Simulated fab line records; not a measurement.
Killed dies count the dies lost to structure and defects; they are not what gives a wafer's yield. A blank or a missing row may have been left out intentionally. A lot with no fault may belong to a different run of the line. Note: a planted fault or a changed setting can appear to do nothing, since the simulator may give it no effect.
A struck lot beside a sound one -- flow sky130 -- 14 out of 708 route steps
Sound: wafers L431.1, L431.3, L431.4. Struck: wafers L445.1, L445.3, L445.5. At the end, the cause is stated.
Per side, at each step with rows, come the tool, then ch with its chambers, and then its first start. Under that, the readings that differ: sound wafers -- struck wafers -- difference of the means -- sigmas: that difference in standard deviations of wafers without a fault.
alike: readings with means less than 2 such deviations apart, plus words and numbers identical on both sides. not compared: withheld readings, readings lacking a value on some wafer, bounds such as >300 that could conceal the same value, and numbers that have no deviation in the record and whose values overlap.
Wherever a step has rows on one side only, a row that says differs or no value, or a row with sigmas, the two part there. When numbers do not overlap yet have no deviation, they are printed without sigmas and do not part them. Lack of a reading on every wafer of one side parts them only where that side has two or more wafers.

SKY_VIA3_STRIP_16: strips in O2/N2.
  sound on plasma_asher-03 ch 0,1, day 41 00:49; struck on plasma_asher-02 ch 0,1, day 44 20:46
  alike: drypump_motor_current_A, oes_product_au, strip_time_to_endpoint_s
  not compared: rf_hours_counter_h
then, 5 steps without rows for these wafers: SKY_VIA3_STRIP_17 (strips in post etch residue remover, time 1200 s); SKY_VIA3_CLEAN_18 (cleans in IPA, time 180 s); SKY_VIA3_CLEAN_19 (cleans in O3/DIW); SKY_VIA3_SPUTTER_20 (material TiN, target thk 20 nm, time 80 s); SKY_VIA3_CVD_21 (deposits W, target thk 390 nm, time 117.31 s).
SKY_VIA3_RS_MEAS_22: uses a four-point probe to measure.
  sound: film_metro-02 at day 41 01:36; struck: film_metro-03 at day 44 21:33
  alike: VIA3_W_RS
SKY_VIA3_THK_MEAS_23: measures by xrf.
  sound: film_metro-02 at day 41 01:43; struck: film_metro-03 at day 44 21:40
  alike: VIA3_W_THK
SKY_VIA3_CMP_24: polishes, stops on SiO2, t overpolish 20 s, target thk 0 nm.
  sound on cmp-01 ch 1,2,3, day 41 01:47; struck on cmp-02 ch 0,2,3, day 44 21:44
  alike: motor_current_A, overpolish_run_s, slurry_filter_dp_kPa, time_to_endpoint_s
SKY_METAL4_SPUTTER_00: material Ti, target thk 15 nm, time 10 s.
  sound: pvd_sputter-03 at day 41 02:05; struck: pvd_sputter-04 at day 44 22:02
  alike: cathode_dc_power_W, chamber_pressure_pa, throttle_valve_pct
then, 1 step without rows for these wafers: SKY_METAL4_SPUTTER_01 (material TiN, target thk 20 nm, time 16.7 s).
SKY_METAL4_SPUTTER_02: material AlCu, target thk 735 nm, time 39.1 s.
  sound: pvd_sputter-03 at day 41 02:08; struck: pvd_sputter-04 at day 44 22:05
  alike: cathode_dc_power_W, chamber_pressure_pa, throttle_valve_pct
SKY_METAL4_SPUTTER_03: material Ti, target thk 5 nm, time 3.3 s.
  sound: pvd_sputter-03 at day 41 02:10; struck: pvd_sputter-04 at day 44 22:07
  no value came back on the struck wafers for cathode_dc_power_W (W), chamber_pressure_pa (Pa), throttle_valve_pct (%); on the sound wafers cathode_dc_power_W (W) reads 3001.0 3000.0 2999.6
SKY_METAL4_SPUTTER_04: material TiN, target thk 70 nm, time 58.3 s.
  sound: pvd_sputter-03 at day 41 02:11; struck: pvd_sputter-04 at day 44 22:08
  alike: cathode_dc_power_W, chamber_pressure_pa, throttle_valve_pct

## WHERE THEY PART
Within this record, at SKY_METAL4_SPUTTER_03 only. Later steps at which nothing parts them and some readings are alike: SKY_METAL4_SPUTTER_04.

WHY: whatever the simulator had introduced
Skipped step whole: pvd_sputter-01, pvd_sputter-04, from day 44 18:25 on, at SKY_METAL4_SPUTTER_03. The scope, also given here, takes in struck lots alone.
